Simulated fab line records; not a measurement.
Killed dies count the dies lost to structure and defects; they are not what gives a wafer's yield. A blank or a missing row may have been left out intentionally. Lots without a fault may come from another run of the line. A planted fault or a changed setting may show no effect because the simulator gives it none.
Which of the tools did it? / flow gf180mcu / 13 lots with 39 wafers sampled at 6 steps, on a route of 602 steps

== WHAT THE GAUGES READ, wafer by wafer ==
GF_PSD_CD_MEAS_07: the cd target is 400 nm. Usual: cd-nm reads 400.4 nm (standard deviation 2.2).
lot=L885; measured=day 14 09:52; on=cd-sem-02; cd-nm (nm)=396.5 399.3 398.7; flag=
lot=L886; measured=day 14 14:45; on=cd-sem-01; cd-nm (nm)=402.7 401.6 402.2; flag=
lot=L887; measured=day 14 23:57; on=cd-sem-02; cd-nm (nm)=400.6 402.2 401.7; flag=
lot=L889; measured=day 15 15:28; on=cd-sem-01; cd-nm (nm)=400.5 402.3 401.2; flag=
lot=L890; measured=day 15 19:00; on=cd-sem-01; cd-nm (nm)=400.4 400.8 400.2; flag=
lot=L891; measured=day 16 08:35; on=cd-sem-01; cd-nm (nm)=397.4 396.7 397.8; flag=
lot=L892; measured=day 16 16:28; on=cd-sem-02; cd-nm (nm)=399.0 399.8 399.9; flag=
lot=L894; measured=day 17 07:20; on=cd-sem-01; cd-nm (nm)=402.1 400.6 397.9; flag=
lot=L895; measured=day 18 01:02; on=cd-sem-01; cd-nm (nm)=395.5 397.5 396.2; flag=
lot=L896; measured=day 18 07:58; on=cd-sem-01; cd-nm (nm)=400.6 401.3 402.1; flag=
lot=L903; measured=day 20 14:45; on=cd-sem-02; cd-nm (nm)=- - -; flag=OFF
lot=L907; measured=day 21 20:44; on=cd-sem-02; cd-nm (nm)=405.9 404.2 405.3; flag=
lot=L908; measured=day 22 08:04; on=cd-sem-01; cd-nm (nm)=402.9 401.8 402.9; flag=

GF_PSD_TW_MEAS_11. Usual: PSD_TW typically reads 3179, with standard deviation 36.
lot=L885; measured=day 14 10:16; on=film-metro-02; PSD_TW=3164 3187 3165; flag=
lot=L886; measured=day 14 15:07; on=film-metro-02; PSD_TW=3145 3179 3167; flag=
lot=L887; measured=day 15 00:22; on=film-metro-04; PSD_TW=3138 3153 3129; flag=
lot=L889; measured=day 15 15:52; on=film-metro-02; PSD_TW=3187 3168 3157; flag=
lot=L890; measured=day 15 19:25; on=film-metro-03; PSD_TW=3212 3204 3214; flag=
lot=L891; measured=day 16 09:03; on=film-metro-03; PSD_TW=3237 3211 3221; flag=
lot=L892; measured=day 16 16:52; on=film-metro-02; PSD_TW=3200 3191 3196; flag=
lot=L894; measured=day 17 07:44; on=film-metro-02; PSD_TW=3160 3180 3175; flag=
lot=L895; measured=day 18 01:25; on=film-metro-04; PSD_TW=3132 3137 3143; flag=
lot=L896; measured=day 18 08:22; on=film-metro-03; PSD_TW=3229 3214 3226; flag=
lot=L903; measured=day 20 15:09; on=film-metro-03; PSD_TW=30 30 30; flag=OFF
lot=L907; measured=day 21 21:08; on=film-metro-04; PSD_TW=3094 3122 3103; flag=
lot=L908; measured=day 22 08:26; on=film-metro-03; PSD_TW=3219 3221 3233; flag=

GF_SAB_THK_MEAS_01. Usual: SAB_CVD_00_THK typically reads 50.2 nm, with standard deviation 0.68.
lot=L885; measured=day 14 10:44; on=film-metro-01; SAB_CVD_00_THK (nm)=49.9 50.1 50.4; flag=
lot=L886; measured=day 14 15:35; on=film-metro-04; SAB_CVD_00_THK (nm)=51.3 50.1 51.6; flag=
lot=L887; measured=day 15 00:49; on=film-metro-03; SAB_CVD_00_THK (nm)=50.0 50.1 50.8; flag=
lot=L889; measured=day 15 16:19; on=film-metro-04; SAB_CVD_00_THK (nm)=49.6 50.0 49.0; flag=
lot=L890; measured=day 15 19:52; on=film-metro-01; SAB_CVD_00_THK (nm)=49.1 50.8 50.2; flag=
lot=L891; measured=day 16 09:30; on=film-metro-01; SAB_CVD_00_THK (nm)=50.6 49.6 51.1; flag=
lot=L892; measured=day 16 17:19; on=film-metro-01; SAB_CVD_00_THK (nm)=49.8 50.7 50.7; flag=
lot=L894; measured=day 17 08:11; on=film-metro-03; SAB_CVD_00_THK (nm)=49.4 49.5 50.2; flag=
lot=L895; measured=day 18 01:55; on=film-metro-01; SAB_CVD_00_THK (nm)=50.1 50.5 51.0; flag=
lot=L896; measured=day 18 08:49; on=film-metro-04; SAB_CVD_00_THK (nm)=50.0 50.4 49.7; flag=
lot=L903; measured=day 20 15:36; on=film-metro-03; SAB_CVD_00_THK (nm)=50.4 51.1 51.1; flag=
lot=L907; measured=day 21 21:35; on=film-metro-01; SAB_CVD_00_THK (nm)=50.2 50.7 50.7; flag=
lot=L908; measured=day 22 08:53; on=film-metro-03; SAB_CVD_00_THK (nm)=50.3 50.2 50.3; flag=

== TOOL THAT RAN EACH LOT (tool first, then ch and the chambers of the sampled wafers, then the start) ==
lot=L885; GF_PSD_EXPOSE_04=iline-stepper-02 ch 0, day 13 23:23; GF_PSD_RTA_13=rtp-anneal-02 ch 0, day 14 10:23; GF_SAB_CVD_00=pecvd-02 ch 0,1, day 14 10:40
lot=L886; GF_PSD_EXPOSE_04=iline-stepper-02 ch 0, day 14 04:53; GF_PSD_RTA_13=rtp-anneal-01 ch 0, day 14 15:15; GF_SAB_CVD_00=pecvd-03 ch 0,1,2, day 14 15:32
lot=L887; GF_PSD_EXPOSE_04=iline-stepper-01 ch 0, day 14 13:46; GF_PSD_RTA_13=rtp-anneal-02 ch 0, day 15 00:28; GF_SAB_CVD_00=pecvd-01 ch 0,1, day 15 00:48
lot=L889; GF_PSD_EXPOSE_04=iline-stepper-01 ch 0, day 15 04:53; GF_PSD_RTA_13=rtp-anneal-02 ch 0, day 15 15:59; GF_SAB_CVD_00=pecvd-01 ch 0,1, day 15 16:16
lot=L890; GF_PSD_EXPOSE_04=iline-stepper-02 ch 0, day 15 08:56; GF_PSD_RTA_13=rtp-anneal-02 ch 0, day 15 19:31; GF_SAB_CVD_00=pecvd-02 ch 0,2, day 15 19:50
lot=L891; GF_PSD_EXPOSE_04=iline-stepper-02 ch 0, day 15 21:41; GF_PSD_RTA_13=rtp-anneal-01 ch 0, day 16 09:10; GF_SAB_CVD_00=pecvd-03 ch 0,1,2, day 16 09:29
lot=L892; GF_PSD_EXPOSE_04=iline-stepper-01 ch 0, day 16 06:16; GF_PSD_RTA_13=rtp-anneal-02 ch 0, day 16 16:59; GF_SAB_CVD_00=pecvd-01 ch 1,2, day 16 17:17
lot=L894; GF_PSD_EXPOSE_04=iline-stepper-01 ch 0, day 16 19:57; GF_PSD_RTA_13=rtp-anneal-02 ch 0, day 17 07:51; GF_SAB_CVD_00=pecvd-02 ch 0,1,2, day 17 08:10
lot=L895; GF_PSD_EXPOSE_04=iline-stepper-01 ch 0, day 17 13:09; GF_PSD_RTA_13=rtp-anneal-02 ch 0, day 18 01:35; GF_SAB_CVD_00=pecvd-03 ch 0,1,2, day 18 01:53
lot=L896; GF_PSD_EXPOSE_04=iline-stepper-01 ch 0, day 17 19:58; GF_PSD_RTA_13=rtp-anneal-02 ch 0, day 18 08:29; GF_SAB_CVD_00=pecvd-01 ch 0,1, day 18 08:47
lot=L903; GF_PSD_EXPOSE_04=iline-stepper-01 ch 0, day 20 02:48; GF_PSD_RTA_13=rtp-anneal-01 ch 0, day 20 15:16; GF_SAB_CVD_00=pecvd-01 ch 0,2, day 20 15:34
lot=L907; GF_PSD_EXPOSE_04=iline-stepper-01 ch 0, day 21 09:15; GF_PSD_RTA_13=rtp-anneal-02 ch 0, day 21 21:15; GF_SAB_CVD_00=pecvd-03 ch 0,1, day 21 21:33
lot=L908; GF_PSD_EXPOSE_04=iline-stepper-01 ch 0, day 21 20:28; GF_PSD_RTA_13=rtp-anneal-01 ch 0, day 22 08:34; GF_SAB_CVD_00=pecvd-01 ch 0,1,2, day 22 08:51
- GF_PSD_EXPOSE_04: exposes mask Pplus, target cd 400 nm.
- GF_PSD_RTA_13: time 20 s.
- GF_SAB_CVD_00: deposits SiO2 from TEOS, target thk 50 nm, time 4.9302 s.

== AS READ BY THE TOOLS THEMSELVES (means over the sampled wafers that have a number; for cases with no such wafer, the mark the record gives instead) ==
GF_PSD_RTA_13. Usual: lamp-power-pct 35.21 %, standard deviation 0.076; wafer_temp_C_max 1029.4, standard deviation 0.99.
lot=L885; tool=rtp-anneal-02; lamp-power-pct (%)=35.16; wafer_temp_C_max=1028.7; flag=
lot=L886; tool=rtp-anneal-01; lamp-power-pct (%)=35.27; wafer_temp_C_max=1029.3; flag=
lot=L887; tool=rtp-anneal-02; lamp-power-pct (%)=35.14; wafer_temp_C_max=1029.1; flag=
lot=L889; tool=rtp-anneal-02; lamp-power-pct (%)=35.14; wafer_temp_C_max=1028.8; flag=
lot=L890; tool=rtp-anneal-02; lamp-power-pct (%)=35.17; wafer_temp_C_max=1029.2; flag=
lot=L891; tool=rtp-anneal-01; lamp-power-pct (%)=35.26; wafer_temp_C_max=1030.4; flag=
lot=L892; tool=rtp-anneal-02; lamp-power-pct (%)=35.17; wafer_temp_C_max=1028.6; flag=
lot=L894; tool=rtp-anneal-02; lamp-power-pct (%)=35.17; wafer_temp_C_max=1028.8; flag=
lot=L895; tool=rtp-anneal-02; lamp-power-pct (%)=35.13; wafer_temp_C_max=1029.3; flag=
lot=L896; tool=rtp-anneal-02; lamp-power-pct (%)=35.12; wafer_temp_C_max=1028.8; flag=
lot=L903; tool=rtp-anneal-01; lamp-power-pct (%)=35.30; wafer_temp_C_max=1029.6; flag=
lot=L907; tool=rtp-anneal-02; lamp-power-pct (%)=35.13; wafer_temp_C_max=1029.7; flag=
lot=L908; tool=rtp-anneal-01; lamp-power-pct (%)=35.29; wafer_temp_C_max=1030.1; flag=

GF_SAB_CVD_00. Usual: heater-power-w reads 670 W (standard deviation 58).
lot=L885; tool=pecvd-02; heater-power-w (W)=689; flag=
lot=L886; tool=pecvd-03; heater-power-w (W)=677; flag=
lot=L887; tool=pecvd-01; heater-power-w (W)=670; flag=
lot=L889; tool=pecvd-01; heater-power-w (W)=629; flag=
lot=L890; tool=pecvd-02; heater-power-w (W)=702; flag=
lot=L891; tool=pecvd-03; heater-power-w (W)=710; flag=
lot=L892; tool=pecvd-01; heater-power-w (W)=607; flag=
lot=L894; tool=pecvd-02; heater-power-w (W)=683; flag=
lot=L895; tool=pecvd-03; heater-power-w (W)=664; flag=
lot=L896; tool=pecvd-01; heater-power-w (W)=649; flag=
lot=L903; tool=pecvd-01; heater-power-w (W)=707; flag=
lot=L907; tool=pecvd-03; heater-power-w (W)=692; flag=
lot=L908; tool=pecvd-01; heater-power-w (W)=651; flag=

== THE ANSWER, worked out from the rows above alone ==
Rule: a lot is off if the mean of its wafers that have a number lies more than 3 standard deviations from the usual mean. Also off: a lot with no number at a reading for which 4 or more lots have one. Where the step has rows for the other lots, those lots are counted as sound. After the gauges, taken in route order, come the tools' own readings; for these a lot's mean is taken, as printed above. The first step at which some lot is off is used, and at that step the reading that is off furthest; a lot without a number counts as furthest.
Off: L903 (GF_PSD_CD_MEAS_07, cd-nm). Without a number there: L903.
A tool fits if, at a process step before that reading, it ran every lot that is off, and no sound lot after the first of them. Not tried: the gauges at GF_PSD_CD_MEAS_07; whatever is off there is also off at GF_PSD_TW_MEAS_11, on other tools, and gauge error can't account for it. Not one of the candidates tried fits.

== WHAT WAS PUT IN BY THE SIMULATOR ==
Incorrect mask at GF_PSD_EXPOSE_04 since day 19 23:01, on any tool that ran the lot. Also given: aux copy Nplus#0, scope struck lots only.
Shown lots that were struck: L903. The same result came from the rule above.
